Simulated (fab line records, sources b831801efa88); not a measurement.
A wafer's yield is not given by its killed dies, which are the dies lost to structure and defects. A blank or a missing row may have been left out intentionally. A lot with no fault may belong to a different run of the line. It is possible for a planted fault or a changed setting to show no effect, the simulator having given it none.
The same fault as seen by 2 desks | flow sky130 | only its own numbers are on each desk; what lay behind them is given at the end

FROM THE METROLOGY DESK
Means of the sampled wafers that have a number, per lot and without regard to the tool the lot ran on: this is what the gauges read. A lot is out of limits, marked OUT, if its mean lies more than 4 standard deviations from the usual mean; the brackets give that distance.
Columns: A = CAP2M_TIN_THK at SKY_CAP2M_THK_MEAS_04, usual 204.5 nm; B = cd nm at SKY_METAL4_CD_MEAS_13, usual 300.4 nm
lot  | first seen here | A     | B
L888 | day 40 05:48    | 203.1 | 298.8
L892 | day 41 21:44    | 197.7 | 302.6
L895 | day 42 01:55    | 200.8 | 301.6
L897 | day 42 21:22    | 204.9 | 302.4
L898 | day 43 01:03    | 203.1 | 300.4
L901 | day 43 12:13    | 204.9 | 298.7
L900 | day 43 12:56    | 205.6 | 302.1
L906 | day 45 05:56    | 206.4 | 300.6
L907 | day 45 08:24    | 204.6 | 302.6
L908 | day 45 13:20    | 205.5 | 299.5
L910 | day 45 23:13    | 204.9 | 301.1
L911 | day 46 09:01    | 204.4 | 301.8
This desk's finding: nothing out of limits on any of the 12 lots.

DESK OF THE TOOL OWNER: rie metal-02
The tool's own readings at SKY_METAL4_METAL_ETCH_18 (etches the open film in Cl2/BCl3, stops on SiO2, target depth 845 nm, time 183.1 s): means of the sampled wafers that have a number, for each lot that ran on this tool. A lot is out of limits, marked OUT, if its mean lies more than 4 standard deviations from the usual mean; the brackets give that distance.
Columns: A = chamber pressure mTorr at SKY_METAL4_METAL_ETCH_18, usual 10.000 mTorr; B = drypump motor current A at SKY_METAL4_METAL_ETCH_18, usual 5.6 A; C = oes product au at SKY_METAL4_METAL_ETCH_18, usual 0.867 a.u.; D = throttle valve pct at SKY_METAL4_METAL_ETCH_18, usual 22.264 %
lot  | first seen here | A                       | B   | C     | D
L892 | day 43 22:20    | 10.008                  | 5.6 | 0.860 | 22.269
L895 | day 44 01:20    | 10.009                  | 5.8 | 0.867 | 22.259
L897 | day 44 20:40    | 9.994                   | 5.9 | 0.864 | 22.273
L898 | day 44 23:38    | 10.011                  | 5.7 | 0.867 | 22.260
L901 | day 45 09:32    | 7.994 (-99 or more) OUT | 6.1 | 0.863 | 22.263
L900 | day 45 09:53    | 7.997 (-99 or more) OUT | 5.9 | 0.869 | 22.261
This desk's finding: out of limits on L900, L901; first on L901, day 45 09:32 (chamber pressure mTorr at SKY_METAL4_METAL_ETCH_18). Within limits: L892, L895, L897, L898.

BROUGHT TOGETHER
An alarm could have come from the tool owner's desk at day 45 09:32, on L900, L901.
The metrology desk saw nothing out of limits.
The metrology desk holds a record of L900, L901, inside its limits.
Every lot named ran SKY_METAL4_METAL_ETCH_18 on rie metal-02.

WHAT WAS PUT IN BY THE SIMULATOR
Process parameters drifting: rie metal-02 at SKY_METAL4_METAL_ETCH_18, beginning at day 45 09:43. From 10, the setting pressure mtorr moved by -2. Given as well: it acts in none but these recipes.
Struck lots among those shown: L900, L901.
